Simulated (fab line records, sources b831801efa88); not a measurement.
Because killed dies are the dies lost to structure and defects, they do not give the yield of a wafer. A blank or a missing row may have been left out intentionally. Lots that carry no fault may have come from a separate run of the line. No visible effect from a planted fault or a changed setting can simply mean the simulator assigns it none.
Which tool was responsible? || flow gf180mcu || 42 wafers sampled from 14 lots at 1 step of a route of 602

## WHAT THE GAUGES READ, wafer by wafer
GF_NSD_CD_MEAS_07: target cd 400 nm.
{"lot": "L971", "measured": "day 13 11:52", "on": "cd-sem-02", "cd-nm (nm)": "397.0 397.6 395.7"}
{"lot": "L972", "measured": "day 13 20:02", "on": "cd-sem-02", "cd-nm (nm)": "403.3 402.1 402.5"}
{"lot": "L975", "measured": "day 14 22:56", "on": "cd-sem-01", "cd-nm (nm)": "399.2 396.7 396.1"}
{"lot": "L976", "measured": "day 15 18:05", "on": "cd-sem-02", "cd-nm (nm)": "396.6 399.4 398.0"}
{"lot": "L983", "measured": "day 17 15:02", "on": "cd-sem-01", "cd-nm (nm)": "396.5 395.9 396.8"}
{"lot": "L984", "measured": "day 17 18:47", "on": "cd-sem-01", "cd-nm (nm)": "398.8 398.6 398.5"}
{"lot": "L985", "measured": "day 18 10:35", "on": "cd-sem-01", "cd-nm (nm)": "399.0 399.9 400.2"}
{"lot": "L986", "measured": "day 18 16:49", "on": "cd-sem-01", "cd-nm (nm)": "403.3 398.0 399.2"}
{"lot": "L987", "measured": "day 19 02:50", "on": "cd-sem-02", "cd-nm (nm)": "399.4 399.9 398.9"}
{"lot": "L988", "measured": "day 19 08:11", "on": "cd-sem-01", "cd-nm (nm)": "401.1 402.3 402.2"}
{"lot": "L990", "measured": "day 20 06:17", "on": "cd-sem-01", "cd-nm (nm)": "396.0 398.4 395.4"}
{"lot": "L992", "measured": "day 20 15:19", "on": "cd-sem-01", "cd-nm (nm)": "402.7 400.4 401.7"}
{"lot": "L993", "measured": "day 21 02:17", "on": "cd-sem-01", "cd-nm (nm)": "400.6 401.4 402.8"}
{"lot": "L994", "measured": "day 21 10:05", "on": "cd-sem-01", "cd-nm (nm)": "400.9 398.5 401.4"}

## WHICH TOOL RAN EACH LOT (tool, then ch and the chambers of the sampled wafers, then the start)
Record: no process step prior to these readings.

## AS READ BY THE TOOLS THEMSELVES (means over the sampled wafers that have a number; for cases with no such wafer, the mark the record gives instead)
The record holds no such reading with a usual standard deviation.

## THE ANSWER, worked out from the rows above alone
Rule: the lots themselves supply what counts as usual. The widest of any qualifying gaps counts: lots, ordered by their means at a reading, are off when they make up no more than a third of the lots, leave a main group of 4 or more, and stand apart from it by 3 or more times the standard deviation of that group's means. Not used: any main group whose means are identical at the precision the tables above print for the reading. A lot without any number at a reading at which 4 lots or more have one is off too. Where the step has rows for the other lots, those lots are counted as sound. First the gauges in route order, then the tools' own readings, where a lot's mean is used as printed above. At the first step where some lot is off, the reading lying furthest off is the one used; lots without a number count as furthest.
No lot is off at any reading shown: from this, nothing can be told.

## WHAT THE SIMULATOR HAD INSERTED
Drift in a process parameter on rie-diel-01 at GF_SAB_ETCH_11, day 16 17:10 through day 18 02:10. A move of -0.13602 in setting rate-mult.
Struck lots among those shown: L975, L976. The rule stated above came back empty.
